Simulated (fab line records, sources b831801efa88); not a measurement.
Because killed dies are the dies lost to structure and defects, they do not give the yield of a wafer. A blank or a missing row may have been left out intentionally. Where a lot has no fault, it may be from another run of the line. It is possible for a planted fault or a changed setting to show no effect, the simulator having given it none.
Matching of chambers / flow gf180mcu / 4 sister chambers for GF_STI_ETCH_13 on rie-diel-01
The step etches the open film in CHF3/O2, stops on Si, target depth 282.31 nm, time 112.9 s. 8 wafers are shown with their chamber, then 10 later ones without.

WAFERS WITH THEIR CHAMBER
wafer=L083.2; chamber=3; drypump-motor-current-A (A)=5.6; throttle-valve-pct (%)=8.820
wafer=L084.1; chamber=2; drypump-motor-current-A (A)=6.7; throttle-valve-pct (%)=8.805
wafer=L084.4; chamber=1; drypump-motor-current-A (A)=5.4; throttle-valve-pct (%)=8.815
wafer=L084.5; chamber=1; drypump-motor-current-A (A)=5.4; throttle-valve-pct (%)=8.812
wafer=L085.2; chamber=2; drypump-motor-current-A (A)=6.7; throttle-valve-pct (%)=8.803
wafer=L085.5; chamber=0; drypump-motor-current-A (A)=5.6; throttle-valve-pct (%)=8.799
wafer=L087.2; chamber=3; drypump-motor-current-A (A)=5.6; throttle-valve-pct (%)=8.797
wafer=L087.4; chamber=0; drypump-motor-current-A (A)=5.7; throttle-valve-pct (%)=8.820

WAFERS WITH NO CHAMBER GIVEN
wafer=L087.6; drypump-motor-current-A (A)=5.6; throttle-valve-pct (%)=8.829
wafer=L091.1; drypump-motor-current-A (A)=6.7; throttle-valve-pct (%)=8.815
wafer=L091.3; drypump-motor-current-A (A)=5.4; throttle-valve-pct (%)=8.807
wafer=L091.6; drypump-motor-current-A (A)=5.6; throttle-valve-pct (%)=8.798
wafer=L093.2; drypump-motor-current-A (A)=5.6; throttle-valve-pct (%)=8.804
wafer=L093.3; drypump-motor-current-A (A)=5.6; throttle-valve-pct (%)=8.808
wafer=L093.4; drypump-motor-current-A (A)=5.4; throttle-valve-pct (%)=8.808
wafer=L094.1; drypump-motor-current-A (A)=5.6; throttle-valve-pct (%)=8.813
wafer=L094.5; drypump-motor-current-A (A)=5.6; throttle-valve-pct (%)=8.811
wafer=L094.6; drypump-motor-current-A (A)=5.6; throttle-valve-pct (%)=8.797

EACH ONE'S CHAMBER
wafer=L087.6; from the rows above=can't be placed: 3 or 0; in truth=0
wafer=L091.1; from the rows above=2; in truth=2
wafer=L091.3; from the rows above=1; in truth=1
wafer=L091.6; from the rows above=can't be placed: 3 or 0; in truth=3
wafer=L093.2; from the rows above=can't be placed: 3 or 0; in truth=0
wafer=L093.3; from the rows above=can't be placed: 3 or 0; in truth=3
wafer=L093.4; from the rows above=1; in truth=1
wafer=L094.1; from the rows above=can't be placed: 3 or 0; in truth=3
wafer=L094.5; from the rows above=can't be placed: 3 or 0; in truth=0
wafer=L094.6; from the rows above=can't be placed: 3 or 0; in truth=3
Correct placement for 3 of the 10. Unplaceable from these rows: 7, with the true chamber sitting among the candidates in 7. Number placed wrongly: 0.
How it was worked out, from the rows above alone: a wafer's distance from a chamber is the root of the sum, over the readings, of the square of ((its reading less the chamber's mean) divided by the reading's scatter). If the next closest chamber is less than 2 further off than the closest, the wafer can't be placed; otherwise it belongs to the closest. For every chamber, the mean is computed from those of its wafers that are shown. The scatter is the square root of a quotient: the sum, over the shown wafers, of each reading's squared deviation from its chamber's mean, divided by wafers minus chambers.
